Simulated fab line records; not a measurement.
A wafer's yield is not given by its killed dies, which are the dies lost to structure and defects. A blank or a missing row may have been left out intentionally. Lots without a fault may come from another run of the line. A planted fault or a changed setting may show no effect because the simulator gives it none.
Which tool is to blame? | flow sky130 | 12 lots, 36 wafers sampled, at 4 steps of a route of 708

== WHAT EACH GAUGE READ, for each wafer ==
SKY_CAPM_THK_MEAS_01. Usual: CAPM_CVD_00_THK gives 15.39 nm (standard deviation 0.24).
lot  | measured     | on            | CAPM_CVD_00_THK (nm) | flag
L376 | day 36 20:49 | film-metro-03 | 15.33 15.00 15.70    |
L378 | day 37 10:16 | film-metro-03 | 15.19 15.27 15.80    |
L379 | day 37 13:32 | film-metro-03 | 15.21 15.65 15.59    |
L382 | day 38 23:58 | film-metro-04 | 15.32 15.54 15.52    |
L383 | day 39 03:20 | film-metro-04 | 15.41 15.47 15.80    |
L384 | day 39 05:58 | film-metro-04 | 15.20 14.89 15.39    |
L386 | day 39 23:53 | film-metro-04 | 14.97 15.11 14.89    |
L387 | day 40 05:43 | film-metro-03 | 15.88 15.64 15.63    |
L390 | day 41 00:44 | film-metro-04 | 15.17 15.17 15.73    |
L391 | day 41 12:39 | film-metro-01 | 15.40 15.36 15.45    |
L398 | day 43 11:06 | film-metro-01 | 15.12 15.39 15.31    |
L399 | day 43 13:46 | film-metro-03 | 15.61 15.69 15.74    |

SKY_METAL3_OVL_MEAS_14. Usual: METAL3_OVL gives -4 nm (standard deviation 5.5).
lot  | measured     | on         | METAL3_OVL (nm) | flag
L376 | day 39 01:14 | overlay-02 | -7 -6 -1        |
L378 | day 39 14:23 | overlay-01 | 4 -1 3          |
L379 | day 39 17:21 | overlay-02 | 4 0 4           |
L382 | day 41 02:15 | overlay-01 | -10 -15 -9      |
L383 | day 41 05:59 | overlay-01 | -4 -3 -2        |
L384 | day 41 08:47 | overlay-02 | -2 2 3          |
L386 | day 42 02:23 | overlay-01 | -6 0 -3         |
L387 | day 42 07:57 | overlay-02 | -12 1 -5        |
L390 | day 43 01:32 | overlay-01 | -3 -10 -1       |
L391 | day 43 11:53 | overlay-01 | -9 -8 -16       |
L398 | day 45 09:15 | overlay-02 | -9 -7 -9        |
L399 | day 45 09:57 | overlay-02 | -3 -2 -3        |

SKY_VIA3_THK_MEAS_01. Usual: VIA3_HDPCVD_THK gives 1645 nm (standard deviation 19).
lot  | measured     | on            | VIA3_HDPCVD_THK (nm) | flag
L376 | day 39 02:23 | film-metro-03 | 1666 1695 1654       |
L378 | day 39 15:33 | film-metro-01 | 1644 1628 1645       |
L379 | day 39 18:29 | film-metro-01 | 1636 1671 1660       |
L382 | day 41 03:23 | film-metro-01 | 1631 1601 1616       |
L383 | day 41 07:10 | film-metro-03 | 1621 1631 1606       |
L384 | day 41 09:58 | film-metro-03 | 1662 1673 1671       |
L386 | day 42 03:31 | film-metro-02 | 1638 1628 1615       |
L387 | day 42 09:05 | film-metro-03 | 1626 1625 1621       |
L390 | day 43 02:40 | film-metro-02 | 1643 1387 1657       | OFF
L391 | day 43 13:01 | film-metro-01 | 1633 1635 1635       |
L398 | day 45 10:23 | film-metro-03 | 1652 1634 1669       |
L399 | day 45 11:16 | film-metro-03 | 1654 1649 1650       |

== TOOL THAT RAN EACH LOT (tool first, then ch and the chambers of the sampled wafers, then the start) ==
lot  | SKY_VIA3_HDPCVD_00
L376 | hdpcvd-01 ch 0,2, day 39 02:12
L378 | hdpcvd-02 ch 0,2, day 39 15:22
L379 | hdpcvd-01 ch 0,1,2, day 39 18:19
L382 | hdpcvd-02 ch 0,2, day 41 03:13
L383 | hdpcvd-02 ch 0,1, day 41 06:59
L384 | hdpcvd-01 ch 0,2, day 41 09:47
L386 | hdpcvd-02 ch 0,1,2, day 42 03:21
L387 | hdpcvd-02 ch 1,2, day 42 08:53
L390 | hdpcvd-02 ch 0,1,2, day 43 02:29
L391 | hdpcvd-01 ch 0,1, day 43 12:50
L398 | hdpcvd-01 ch 0,2, day 45 10:13
L399 | hdpcvd-01 ch 0,1, day 45 11:07
- SKY_VIA3_HDPCVD_00: deposits SiO2, target thk 1635 nm, time 272.5 s.

== AS READ BY THE TOOLS THEMSELVES (means over the sampled wafers that have a number; for cases with no such wafer, the mark the record gives instead) ==
SKY_VIA3_HDPCVD_00. Usual: run-length-s at 300.4 s, with a standard deviation of 0.57.
lot  | tool      | run-length-s (s) | flag
L376 | hdpcvd-01 | 300.3            |
L378 | hdpcvd-02 | 300.2            |
L379 | hdpcvd-01 | 300.6            |
L382 | hdpcvd-02 | 300.1            |
L383 | hdpcvd-02 | 299.9            |
L384 | hdpcvd-01 | 300.6            |
L386 | hdpcvd-02 | 299.9            |
L387 | hdpcvd-02 | 300.3            |
L390 | hdpcvd-02 | 285.0            | OFF
L391 | hdpcvd-01 | 301.1            |
L398 | hdpcvd-01 | 300.4            |
L399 | hdpcvd-01 | 300.5            |

== THE ANSWER, worked out from the rows above alone ==
Rule: a lot counts as off when the mean over its wafers that have a number is more than 3 standard deviations away from the usual mean. Also off: a lot with no number at a reading for which 4 or more lots have one. Any other lot the step has rows for is counted as sound. First the gauges in route order, then the tools' own readings, where a lot's mean is used as printed above. At the first step where some lot is off, the reading lying furthest off is the one used; lots without a number count as furthest.
Off: at SKY_VIA3_THK_MEAS_01 (VIA3_HDPCVD_THK), L390.
A tool fits if, at a process step before that reading, it ran every lot that is off, and no sound lot after the first of them. Not tried: the gauges at SKY_VIA3_THK_MEAS_01; whatever is off there is also off at SKY_VIA3_HDPCVD_00, on other tools, and gauge error can't account for it. One fits: SKY_VIA3_HDPCVD_00 on hdpcvd-02. A fault onset in the window from L387 (day 42 08:53, its last sound lot) to L390 (day 43 02:29, its first lot off) fits.
On the lots that are off, the tool's own readings at SKY_VIA3_HDPCVD_00 differ by more than 5 times the standard deviation of the sound lots' means, which bears it out; run-length-s reads 285.0 s there versus 300.4 s on the sound lots.

== WHAT THE SIMULATOR HAD INSERTED ==
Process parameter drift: hdpcvd-02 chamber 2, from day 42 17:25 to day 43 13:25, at SKY_VIA3_HDPCVD_00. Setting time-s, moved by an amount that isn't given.
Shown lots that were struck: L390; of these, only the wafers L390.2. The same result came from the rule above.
